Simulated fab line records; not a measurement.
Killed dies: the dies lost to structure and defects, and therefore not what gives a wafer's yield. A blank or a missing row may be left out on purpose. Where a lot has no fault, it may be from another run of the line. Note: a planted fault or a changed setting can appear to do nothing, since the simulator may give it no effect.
Matching of chambers ; flow gf180mcu ; GF_PASSIVATION_CVD_02 on pecvd-01 has 3 sister chambers
The step deposits Si3N4, target thk 700 nm, time 486.18 s. 6 wafers are shown with their chamber, then 8 later ones without.

## WAFERS, EACH WITH ITS CHAMBER
wafer;chamber;heaterPowerOuterW (W);heaterPowerW (W)
L081.3;0;453;752
L084.5;2;313;625
L086.1;0;439;732
L086.3;1;457;813
L086.4;2;270;545
L089.1;1;447;808

## WAFERS MISSING THEIR CHAMBER
wafer;heaterPowerOuterW (W);heaterPowerW (W)
L089.2;391;665
L089.5;323;627
L093.1;493;858
L093.2;319;608
L093.3;359;591
L096.1;412;686
L096.5;327;641
L096.6;527;901

## WHICH CHAMBER EACH WENT THROUGH
wafer;from the rows above;in truth
L089.2;can't be placed: 0 or 1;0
L089.5;2;2
L093.1;can't be placed: 1 or 0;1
L093.2;2;2
L093.3;2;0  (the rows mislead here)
L096.1;can't be placed: 0 or 1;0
L096.5;2;2
L096.6;can't be placed: 1 or 0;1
Placed correctly: 3 of 8. From these rows, 4 cannot be placed; in 4 the true chamber is one of the candidates. Wrongly placed: 1.
How it was worked out, from the rows above alone: a wafer's distance from a chamber is the root of the sum, over the readings, of the square of ((its reading less the chamber's mean) divided by the reading's scatter). If the next closest chamber is less than 2 further off than the closest, the wafer can't be placed; otherwise it belongs to the closest. For every chamber, the mean is computed from those of its wafers that are shown. The scatter is the square root of a quotient: the sum, over the shown wafers, of each reading's squared deviation from its chamber's mean, divided by wafers minus chambers.
